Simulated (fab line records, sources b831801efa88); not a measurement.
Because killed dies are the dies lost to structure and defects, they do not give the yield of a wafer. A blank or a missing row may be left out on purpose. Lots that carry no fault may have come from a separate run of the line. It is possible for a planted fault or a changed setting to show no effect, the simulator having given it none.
fab line records -- flow gf180mcu
record lots=14, wafers=42, last-day=34
route steps=602 shown STI@5 LVPWELL@59 VT_IMPLANT@122
lots that met no fault: taken from a fault-free run of the same line
start-h: hours from the record's first day to the start of the lot's first wafer shown -- wait-h: hours elapsed since this lot's preceding step -- " unchanged from the row above -- L1.1+2: one row covering several wafers at once -- - no value present, or no start provided -- * or withheld: withheld -- < > ~ a bound
route shown NAME@n: NAME is a module with steps in the file, n the number in the route of the first one -- usual: mean/standard deviation of fault-free wafers -- same: alike in all rows -- chamber/n: place in a boat -- sites: each site's reading -- _std_site: standard deviation of those values -- _edge_site: mean of outer sites minus mean of inner sites -- radius-mm: how far each site lies from the wafer's centre -- mask NAME#n: copy n -- behind: the most recent tool/chamber to have shaped the wafer -- hold: what put the lot on hold/how long, in hours/how the hold closed -- device: which transistor (n, p or np) failed to switch -- end of line: at the end of the route, the tests of the same wafers -- for a step that has no rows: nothing shown but its recipe -- killed: not the wafer's yield, but the dies lost to structure and defects at the first sort -- map: shows each die of a wafer: x if killed, . if not, _ if none is there
set.NAME: the setting as run; set.NAME@STEP: as run at that earlier step -- model.NAME: the simulator's own value behind a step, which no gauge read
a sample of lots followed through the steps of the route, with each step as a table and each wafer as a row
services: a tool's chamber out of use, with start hour (start-h, from the record's first day; less than 0 if before it), hours out, and reason
## steps
# step GF_STI_THK_MEAS_04
# recipe reads=Si3N4_of_STI_CVD_03
# usual STI_CVD_03_THK=206.9/2
lot.wafer,tool,chamber,start-h,wait-h,STI_CVD_03_THK[nm]
L745.3,film-metro-01,-,13.58,0.0,207.2
L745.4,film-metro-01,-,13.58,0.0,208.2
L745.5,film-metro-01,-,13.58,0.0,205.0
L746.1,film-metro-01,-,18.56,0.0,209.4
L746.3,film-metro-01,-,18.56,0.0,208.6
L746.6,film-metro-01,-,18.56,0.0,208.4
L748.2,film-metro-03,-,29.56,0.0,208.5
L748.3,film-metro-03,-,29.56,0.0,208.7
L748.5,film-metro-03,-,29.56,0.0,207.0
L750.3,film-metro-01,-,38.83,0.0,208.3
L750.5,film-metro-01,-,38.83,0.0,208.4
L750.6,film-metro-01,-,38.83,0.0,207.6
L751.3,film-metro-01,-,44.03,0.0,206.3
L751.4,film-metro-01,-,44.03,0.0,206.9
L751.5,film-metro-01,-,44.03,0.0,207.8
L753.2,film-metro-02,-,54.87,0.0,206.1
L753.3,film-metro-02,-,54.87,0.0,205.0
L753.6,film-metro-02,-,54.87,0.0,204.7
L755.2,film-metro-02,-,64.78,0.0,207.3
L755.4,film-metro-02,-,64.78,0.0,206.0
L755.6,film-metro-02,-,64.78,0.0,206.3
L756.2,film-metro-02,-,68.75,0.0,207.9
L756.4,film-metro-02,-,68.75,0.0,207.9
L756.5,film-metro-02,-,68.75,0.0,206.5
L757.3,film-metro-01,-,73.58,0.0,203.7
L757.4,film-metro-01,-,73.58,0.0,203.8
L757.6,film-metro-01,-,73.58,0.0,206.5
L758.2,film-metro-03,-,79.87,0.0,209.0
L758.3,film-metro-03,-,79.87,0.0,209.7
L758.5,film-metro-03,-,79.87,0.0,209.0
L759.1,film-metro-02,-,83.74,0.0,207.4
L759.3,film-metro-02,-,83.74,0.0,206.8
L759.6,film-metro-02,-,83.74,0.0,207.6
L760.3,film-metro-01,-,88.58,0.0,205.6
L760.4,film-metro-01,-,88.58,0.0,204.5
L760.6,film-metro-01,-,88.58,0.0,206.8
L762.1,film-metro-02,-,98.56,0.0,203.0
L762.3,film-metro-02,-,98.56,0.0,202.4
L762.6,film-metro-02,-,98.56,0.0,203.1
L768.3,film-metro-02,-,128.79,0.0,206.8
L768.4,film-metro-02,-,128.79,0.0,207.7
L768.5,film-metro-02,-,128.79,0.0,208.4
# step GF_STI_STRIP_15
# recipe chemistry=O2/N2, power-w=1400, pressure-mtorr=1500, platen-temp-c=250, o2-flow-sccm=3000, n2-flow-sccm=300, overash-fraction=0.5
# usual drypump-motor-current-A=5.6/0.58, heater-power-w=357/50, oes-product-au=0.384/0.0047, strip-time-to-endpoint-s=3.72/0.041
# same overash-fraction=0.5
lot.wafer,tool,chamber,start-h,wait-h,drypump-motor-current-A,heater-power-w,oes-product-au,rf-hours-counter-h,strip-time-to-endpoint-s
L745.3,plasma-asher-01,1,25.66,0.1,6.0,318,0.383,-,3.72
L745.4,plasma-asher-01,0,25.66,0.1,6.6,413,0.379,-,3.68
L745.5,plasma-asher-01,1,25.66,0.1,6.0,317,0.379,-,3.66
L746.1,plasma-asher-01,0,30.90,0.0,6.7,413,0.388,38,3.79
L746.3,plasma-asher-01,1,30.90,0.0,6.0,314,0.380,-,3.69
L746.6,plasma-asher-01,1,30.90,0.0,6.0,325,0.387,-,3.74
L748.2,plasma-asher-01,0,42.30,0.0,6.7,410,0.389,39,3.77
L748.3,plasma-asher-01,1,42.30,0.0,6.0,317,0.382,-,3.70
L748.5,plasma-asher-01,1,42.30,0.0,6.0,316,0.393,-,3.69
L750.3,plasma-asher-03,0,51.68,0.1,5.4,354,0.383,-,3.69
L750.5,plasma-asher-03,0,51.68,0.1,5.5,355,0.384,-,3.67
L750.6,plasma-asher-03,1,51.68,0.1,5.1,334,0.383,-,3.74
L751.3,plasma-asher-01,1,57.06,0.1,6.0,316,0.383,-,3.77
L751.4,plasma-asher-01,0,57.06,0.1,6.7,405,0.389,-,3.69
L751.5,plasma-asher-01,0,57.06,0.1,6.7,414,0.390,-,3.77
L753.2,plasma-asher-01,1,67.75,0.0,6.0,317,0.385,42,3.68
L753.3,plasma-asher-01,1,67.75,0.0,6.0,322,0.383,-,3.72
L753.6,plasma-asher-01,0,67.75,0.0,6.6,420,0.388,-,3.71
L755.2,plasma-asher-04,1,77.85,0.0,5.2,436,0.380,44,3.64
L755.4,plasma-asher-04,0,77.85,0.0,5.0,297,0.379,-,3.65
L755.6,plasma-asher-04,1,77.85,0.0,5.2,421,0.378,-,3.63
L756.2,plasma-asher-01,1,82.50,0.0,6.0,315,0.381,44,3.74
L756.4,plasma-asher-01,0,82.50,0.0,6.6,416,0.389,-,3.82
L756.5,plasma-asher-01,0,82.50,0.0,6.6,412,0.385,-,3.73
L757.3,plasma-asher-03,1,87.76,0.1,5.1,340,0.383,-,3.71
L757.4,plasma-asher-03,0,87.76,0.1,5.4,353,0.386,-,3.72
L757.6,plasma-asher-03,0,87.76,0.1,5.5,353,0.385,-,3.73
L758.2,plasma-asher-04,0,93.95,0.0,5.0,305,0.385,45,3.67
L758.3,plasma-asher-04,1,93.95,0.0,5.2,429,0.382,-,3.69
L758.5,plasma-asher-04,1,93.95,0.0,5.2,443,0.383,-,3.81
L759.1,plasma-asher-04,1,97.81,0.0,5.2,426,0.383,46,3.71
L759.3,plasma-asher-04,1,97.81,0.0,5.2,436,0.384,-,3.73
L759.6,plasma-asher-04,1,97.81,0.0,5.2,417,0.380,-,3.74
L760.3,plasma-asher-03,1,103.11,0.1,5.1,334,0.389,-,3.75
L760.4,plasma-asher-03,0,103.11,0.1,5.4,350,0.387,-,3.65
L760.6,plasma-asher-03,1,103.11,0.1,5.1,329,0.381,-,3.74
L762.1,plasma-asher-04,0,112.86,0.0,5.0,293,0.382,47,3.68
L762.3,plasma-asher-04,1,112.86,0.0,5.2,429,0.384,-,3.63
L762.6,plasma-asher-04,0,112.86,0.0,5.0,293,0.381,-,3.69
L768.3,plasma-asher-04,0,143.73,0.1,5.0,297,0.378,-,3.70
L768.4,plasma-asher-04,1,143.73,0.1,5.2,435,0.384,-,3.78
L768.5,plasma-asher-04,1,143.73,0.1,5.2,441,0.386,-,3.77
# step GF_LVPWELL_PEB_05
# recipe temp-c=115, time-s=withheld
# usual chill-plate-temp-C=23.00/0.094, exhaust-pa=45.0/0.93, plate-temp-C=115.00/0.13
lot.wafer,tool,chamber,start-h,wait-h,chill-plate-temp-C,exhaust-pa,plate-temp-C
L745.3,litho-track-01,0,67,-,22.99,43.3,114.92
L745.4,litho-track-01,0,67,-,22.91,45.4,114.90
L745.5,litho-track-01,0,67,-,23.09,46.3,115.07
L746.1,litho-track-01,0,72,-,23.14,44.6,114.92
L746.3,litho-track-01,0,72,-,23.07,43.5,115.09
L746.6,litho-track-01,0,72,-,23.02,44.0,115.16
L748.2,litho-track-04,0,86,-,22.97,45.3,114.89
L748.3,litho-track-04,0,86,-,23.03,44.8,115.02
L748.5,litho-track-04,0,86,-,23.04,46.1,114.98
L750.3,litho-track-03,0,99,-,22.96,45.6,114.85
L750.5,litho-track-03,0,99,-,23.02,46.0,115.00
L750.6,litho-track-03,0,99,-,23.00,44.3,114.84
L751.3,litho-track-01,0,103,-,23.05,44.1,115.17
L751.4,litho-track-01,0,103,-,22.92,42.9,115.00
L751.5,litho-track-01,0,103,-,22.82,45.3,115.12
L753.2,litho-track-01,0,114,-,22.89,43.5,115.32
L753.3,litho-track-01,0,114,-,22.93,43.2,115.07
L753.6,litho-track-01,0,114,-,23.00,43.9,115.19
L755.2,litho-track-04,0,126,-,22.92,46.0,114.91
L755.4,litho-track-04,0,126,-,23.08,44.6,115.00
L755.6,litho-track-04,0,126,-,22.98,45.7,114.97
L756.2,litho-track-03,0,130,-,22.92,46.0,115.11
L756.4,litho-track-03,0,130,-,22.84,45.4,114.94
L756.5,litho-track-03,0,130,-,22.98,44.2,115.15
L757.3,litho-track-01,0,134,-,22.90,45.1,115.09
L757.4,litho-track-01,0,134,-,22.93,46.5,115.25
L757.6,litho-track-01,0,134,-,23.03,45.8,115.21
L758.2,litho-track-03,0,143,-,22.89,45.0,114.99
L758.3,litho-track-03,0,143,-,22.94,44.1,114.94
L758.5,litho-track-03,0,143,-,22.86,45.4,114.95
L759.1,litho-track-03,-,147,-,-,-,-
L759.3,litho-track-03,-,147,-,-,-,-
L759.6,litho-track-03,-,147,-,-,-,-
L760.3,litho-track-03,-,154,-,-,-,-
L760.4,litho-track-03,-,154,-,-,-,-
L760.6,litho-track-03,-,154,-,-,-,-
L762.1,litho-track-01,0,163,-,22.94,45.3,115.06
L762.3,litho-track-01,0,163,-,22.87,42.6,115.12
L762.6,litho-track-01,0,163,-,22.87,45.8,114.96
L768.3,litho-track-04,0,198,-,22.95,43.8,115.11
L768.4,litho-track-04,0,198,-,23.17,44.8,114.85
L768.5,litho-track-04,0,198,-,22.93,45.1,114.81
# step GF_VT_IMPLANT_TW_MEAS_32
# usual VT_IMPLANT_3_TW=269/3.2
lot.wafer,tool,chamber,start-h,wait-h,VT_IMPLANT_3_TW
L745.3,film-metro-04,-,140.61,0.1,265
L745.4,film-metro-04,-,140.61,0.1,266
L745.5,film-metro-04,-,140.61,0.1,267
L746.1,film-metro-02,-,147.29,0.1,265
L746.3,film-metro-02,-,147.29,0.1,265
L746.6,film-metro-02,-,147.29,0.1,265
L748.2,film-metro-04,-,162.05,0.1,267
L748.3,film-metro-04,-,162.05,0.1,269
L748.5,film-metro-04,-,162.05,0.1,267
L750.3,film-metro-02,-,177.30,0.1,268
L750.5,film-metro-02,-,177.30,0.1,267
L750.6,film-metro-02,-,177.30,0.1,268
L751.3,film-metro-02,-,181.09,0.1,267
L751.4,film-metro-02,-,181.09,0.1,266
L751.5,film-metro-02,-,181.09,0.1,267
L753.2,film-metro-04,-,195.09,0.1,270
L753.3,film-metro-04,-,195.09,0.1,268
L753.6,film-metro-04,-,195.09,0.1,267
L755.2,film-metro-02,-,207.10,0.1,269
L755.4,film-metro-02,-,207.10,0.1,267
L755.6,film-metro-02,-,207.10,0.1,268
L756.2,film-metro-03,-,212.65,0.1,275
L756.4,film-metro-03,-,212.65,0.1,275
L756.5,film-metro-03,-,212.65,0.1,273
L757.3,film-metro-03,-,216.74,0.1,274
L757.4,film-metro-03,-,216.74,0.1,273
L757.6,film-metro-03,-,216.74,0.1,273
L758.2,film-metro-03,-,227.88,0.1,274
L758.3,film-metro-03,-,227.88,0.1,274
L758.5,film-metro-03,-,227.88,0.1,274
L759.1,film-metro-02,-,232.72,0.1,270
L759.3,film-metro-02,-,232.72,0.1,269
L759.6,film-metro-02,-,232.72,0.1,268
L760.3,film-metro-03,-,241.14,0.1,277
L760.4,film-metro-03,-,241.14,0.1,276
L760.6,film-metro-03,-,241.14,0.1,277
L762.1,film-metro-04,-,250.33,0.1,267
L762.3,film-metro-04,-,250.33,0.1,268
L762.6,film-metro-04,-,250.33,0.1,266
L768.3,film-metro-04,-,290.40,0.1,269
L768.4,film-metro-04,-,290.40,0.1,268
L768.5,film-metro-04,-,290.40,0.1,270
## services
tool,chamber,start-h,hours,kind
plasma-asher-04,-,34.13,1.9,repair
plasma-asher-01,-,56.18,0.4,repair
plasma-asher-03,-,60.76,22.8,pm
plasma-asher-03,-,108.75,9.0,pm
plasma-asher-03,0,108.75,9.0,vent-cycle
plasma-asher-03,1,108.75,9.0,vent-cycle
plasma-asher-01,-,112.94,14.6,pm
plasma-asher-03,0,117.75,-,clean
plasma-asher-03,1,117.75,-,clean
plasma-asher-03,-,167.78,1.4,repair
plasma-asher-03,-,169.81,0.5,repair
## key
first-sign step=GF_LVPWELL_PEB_05, reading=tool-record, direction=missing
effect none on later readings
met-at GF_LVPWELL_PEB_05
struck-lots L759,L760
sort-left-out L759.1,L759.3,L759.6,L760.3,L760.4,L760.6
tester-left-out L759,L760
not-acting-at GF_STI_THK_MEAS_04,GF_STI_STRIP_15,GF_VT_IMPLANT_TW_MEAS_32
onset-between 143 147
fault kind=skipped-step-whole, tool=litho-track-03, chamber=-, onset-h=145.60, steps=GF_LVPWELL_PEB_05, scope=struck-lots-only
# tester-left-out: of these lots the tester's yield and bins aren't shown, on N5 and GAA mostly nor the transistor test; their killed dies are dies lost to structure and defects alone, not to doping, threshold or leakage, so they don't give the yield
# sort-left-out: the simulated sort isn't trusted on such a fault, so these wafers' sort isn't shown, and their yield isn't known
